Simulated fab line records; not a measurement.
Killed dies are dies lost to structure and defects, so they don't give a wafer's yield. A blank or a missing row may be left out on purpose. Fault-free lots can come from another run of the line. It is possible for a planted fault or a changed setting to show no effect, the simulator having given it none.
Matching of chambers -- flow sky130 -- rie_diel-03 running SKY_VIA1_ETCH_15: 4 sister chambers
The step etches SiO2 in C4F8/O2/Ar, stops on TiN, target depth 351 nm, time 54 s. 7 wafers are shown with their chamber, then 9 later ones without.

== EACH WAFER AND ITS CHAMBER ==
wafer,chamber,oes_product_au (a.u.),bias_w (W)
L080.4,0,0.986,1199
L081.1,2,0.974,1199
L081.3,1,0.988,1203
L081.5,3,0.979,1196
L083.1,1,0.990,1200
L083.2,0,0.986,1199
L083.3,3,0.988,1206

== WAFERS WITH NO CHAMBER GIVEN ==
wafer,oes_product_au (a.u.),bias_w (W)
L087.1,0.978,1200
L087.2,0.980,1198
L087.6,0.988,1198
L094.2,0.973,1196
L094.4,0.984,1189
L094.6,0.974,1200
L096.1,0.978,1205
L096.2,0.986,1200
L096.4,0.983,1203

== WHICH CHAMBER EACH ONE RAN IN ==
wafer,from the rows above,in truth
L087.1,can't be placed: 2 or 3 or 0 or 1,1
L087.2,can't be placed: 3 or 0 or 2 or 1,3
L087.6,can't be placed: 0 or 1 or 3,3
L094.2,2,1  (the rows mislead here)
L094.4,can't be placed: 0 or 3 or 1 or 2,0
L094.6,2,2
L096.1,can't be placed: 3 or 2 or 0 or 1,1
L096.2,can't be placed: 0 or 3 or 1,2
L096.4,can't be placed: 3 or 0 or 1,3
Placed correctly: 1 of 9. Can't be placed from these rows: 7 (the true chamber is among the candidates in 6). 1 placed wrongly.
How it was worked out, from the rows above alone: a wafer's distance from a chamber is the root of the sum, over the readings, of the square of ((its reading less the chamber's mean) divided by the reading's scatter). The wafer belongs to the nearest chamber; if the next one is less than 2 further off, it can't be placed. For every chamber, the mean is computed from those of its wafers that are shown. How the scatter is found: for the shown wafers, subtract from each reading the mean of its chamber, square and add these, divide the total by (wafers less chambers), then take the root.
